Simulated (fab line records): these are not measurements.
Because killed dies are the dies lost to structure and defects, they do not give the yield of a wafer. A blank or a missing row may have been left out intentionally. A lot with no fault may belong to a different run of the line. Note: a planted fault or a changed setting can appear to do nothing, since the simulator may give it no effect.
Chamber matching + flow sky130 + 3 sister chambers for SKY_FIELD_ISO_WET_ETCH_30 on wet bench-02
The step etches SiO2 in dHF, target depth 25 nm, time 50 s. 14 wafers are shown with their chamber, then 7 later ones without.

WAFERS, EACH WITH ITS CHAMBER
| wafer  | chamber | run length s (s) |
|--------|---------|------------------|
| L502.2 | 0       | 82               |
| L502.3 | 0       | 82               |
| L502.5 | 0       | 82               |
| L505.1 | 0       | 76               |
| L505.2 | 0       | 76               |
| L505.5 | 0       | 76               |
| L518.1 | 2       | 78               |
| L518.2 | 2       | 78               |
| L518.6 | 2       | 78               |
| L520.1 | 3       | 75               |
| L520.5 | 3       | 75               |
| L520.6 | 3       | 75               |
| L521.1 | 0       | 75               |
| L521.4 | 0       | 75               |

SIGNATURES (means of the wafers above)
| reading      | chamber 0 | chamber 2 | chamber 3 | scatter within a chamber |
|--------------|-----------|-----------|-----------|--------------------------|
| run length s | 78.00     | 78.00     | 75.00     | 2.66                     |
Rule: for each reading, subtract the chamber's mean from the wafer's reading, divide by that reading's scatter and square the result; add these up over the readings and take the root, which gives the wafer's distance from the chamber. If the next closest chamber is less than 2 further off than the closest, the wafer can't be placed; otherwise it belongs to the closest. The scatter: take each reading less its chamber's mean, square it, sum over the shown wafers, divide by the number of wafers less the number of chambers, and take the root.

WAFERS WHOSE CHAMBER IS MISSING
| wafer  | run length s (s) |
|--------|------------------|
| L521.6 | 75               |
| L522.1 | 75               |
| L522.2 | 75               |
| L522.6 | 75               |
| L524.1 | 74               |
| L524.2 | 74               |
| L524.5 | 74               |

CHAMBER TAKEN BY EACH
| wafer  | from the rows above          | in truth |
|--------|------------------------------|----------|
| L521.6 | can't be placed: 3 or 0 or 2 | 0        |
| L522.1 | can't be placed: 3 or 0 or 2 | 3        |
| L522.2 | can't be placed: 3 or 0 or 2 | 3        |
| L522.6 | can't be placed: 3 or 0 or 2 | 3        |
| L524.1 | can't be placed: 3 or 0 or 2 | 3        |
| L524.2 | can't be placed: 3 or 0 or 2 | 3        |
| L524.5 | can't be placed: 3 or 0 or 2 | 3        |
0 of 7 placed correctly. Unplaceable from these rows: 7, with the true chamber sitting among the candidates in 7. Placed wrongly: 0.
